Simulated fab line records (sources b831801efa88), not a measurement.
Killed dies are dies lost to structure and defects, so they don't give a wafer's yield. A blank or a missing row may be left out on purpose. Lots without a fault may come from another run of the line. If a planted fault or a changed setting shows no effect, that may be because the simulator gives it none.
A single fault, viewed from 2 desks / flow gf180mcu / what lay behind the numbers comes last; until then each desk has only its own

== AT THE METROLOGY DESK ==
What the gauges read for every lot (on any tool): the sampled wafers with a number, averaged. A lot is out of limits, marked OUT, if its mean lies more than 4 standard deviations from the usual mean; the brackets give that distance.
Columns: A = cd-nm at GF_M2_CD_MEAS_14, usual 279.9 nm; B = V2_CVD_00_THK at GF_V2_THK_MEAS_01, usual 602 nm
lot=L305; first seen here=day 19 07:10; A=280.1; B=600
lot=L306; first seen here=day 19 12:36; A=281.1; B=601
lot=L307; first seen here=day 19 17:36; A=279.6; B=607
lot=L308; first seen here=day 20 03:19; A=277.7; B=602
lot=L309; first seen here=day 20 06:39; A=279.2; B=598
lot=L310; first seen here=day 20 22:48; A=280.4; B=603
lot=L312; first seen here=day 22 01:25; A=280.1; B=596
lot=L313; first seen here=day 22 13:47; A=279.7; B=602
lot=L315; first seen here=day 23 04:43; A=280.2; B=595
lot=L326; first seen here=day 26 07:54; A=277.8; B=607
lot=L327; first seen here=day 26 19:02; A=281.6; B=603
lot=L328; first seen here=day 27 07:46; A=280.4; B=600
This desk's verdict: no lot among the 12 shows anything out of limits.

== AT THE TOOL OWNER'S DESK: litho-track-03 ==
The tool's own readings at GF_M2_PEB_12 (peb time 90 s): means of the sampled wafers that have a number, for each lot that ran on this tool. A lot is out of limits, marked OUT, if its mean lies more than 4 standard deviations from the usual mean; the brackets give that distance.
Columns: A = heater-power-total-W at GF_M2_PEB_12, usual 84.70 W
lot=L306; first seen here=day 19 12:15; A=84.66
lot=L309; first seen here=day 20 06:18; A=84.71
lot=L310; first seen here=day 20 22:27; A=84.68
lot=L312; first seen here=day 22 01:05; A=84.78
lot=L326; first seen here=day 26 07:33; A=84.68
This desk's verdict: no lot among the 5 shows anything out of limits.

== ALL TOGETHER ==
At the metrology desk, nothing out of limits was observed.
Nothing out of limits was seen by the tool owner's desk.

== WHAT THE SIMULATOR HAD INSERTED ==
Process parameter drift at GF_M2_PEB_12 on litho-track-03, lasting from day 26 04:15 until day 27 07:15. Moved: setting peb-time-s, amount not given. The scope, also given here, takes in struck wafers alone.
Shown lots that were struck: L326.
